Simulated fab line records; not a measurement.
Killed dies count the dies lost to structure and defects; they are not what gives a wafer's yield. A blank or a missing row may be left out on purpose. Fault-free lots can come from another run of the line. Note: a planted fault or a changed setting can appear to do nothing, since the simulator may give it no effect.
One fault seen from 2 desks | flow gf180mcu | only its own numbers are on each desk; what lay behind them is given at the end

## THE TOOL OWNER'S DESK: cvd w-01
The tool's own readings at GF_V2_CVD_23 (deposits W, target thk 350 nm, time 104.94 s): means of the sampled wafers that have a number, for each lot that ran on this tool. If a lot's mean is further than 4 standard deviations from the usual mean, the lot is out of limits and carries the mark OUT (the distance appears in the brackets).
Columns: A = chamber pressure Torr at GF_V2_CVD_23, usual 40.01 Torr; B = heater power w at GF_V2_CVD_23, usual 841 W
lot  | first seen here | A                | B
L837 | day 20 05:30    | 39.97            | 829
L840 | day 21 09:34    | 40.07            | 824
L841 | day 21 23:28    | 39.97            | 856
L843 | day 22 22:08    | 39.98            | 816
L846 | day 23 11:08    | 40.09            | 828
L853 | day 26 05:37    | 40.51 (+5.9) OUT | 849
This desk finds L853 out of limits, L853 being first, at day 26 05:37 (chamber pressure Torr at GF_V2_CVD_23). L837, L840, L841, L843, L846: within limits.

## AT THE METROLOGY DESK
Lot by lot, what the gauges showed, no matter which tool ran the lot: averages of those sampled wafers that carry a number. If a lot's mean is further than 4 standard deviations from the usual mean, the lot is out of limits and carries the mark OUT (the distance appears in the brackets).
Columns: A = M3_ALCU_THK at GF_M3_THK_MEAS_06, usual 442 nm
lot  | first seen here | A
L837 | day 20 06:26    | 444
L838 | day 21 00:15    | 449
L840 | day 21 10:30    | 436
L841 | day 22 00:23    | 441
L842 | day 22 06:44    | 440
L843 | day 22 23:03    | 441
L844 | day 23 04:47    | 441
L846 | day 23 12:04    | 444
L853 | day 26 06:32    | 446
L858 | day 27 10:05    | 443
L859 | day 27 23:20    | 448
L860 | day 28 03:19    | 440
Finding of this desk: none of the 12 lots has anything out of limits.

## BROUGHT TOGETHER
An alarm could have come from the tool owner's desk at day 26 05:37, on L853.
Metrology desk: nothing out of limits seen.
The metrology desk has L853 on record, within its limits.
The lots listed all ran GF_V2_CVD_23 on cvd w-01.

## WHAT THE SIMULATOR PUT IN
cvd w-01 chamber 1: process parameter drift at GF_V2_CVD_23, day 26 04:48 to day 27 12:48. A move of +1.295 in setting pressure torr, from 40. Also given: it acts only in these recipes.
Lots struck among those shown: L853.
Delay in hours, fault start to first out-of-limits reading, by desk: the tool owner's desk at 1.
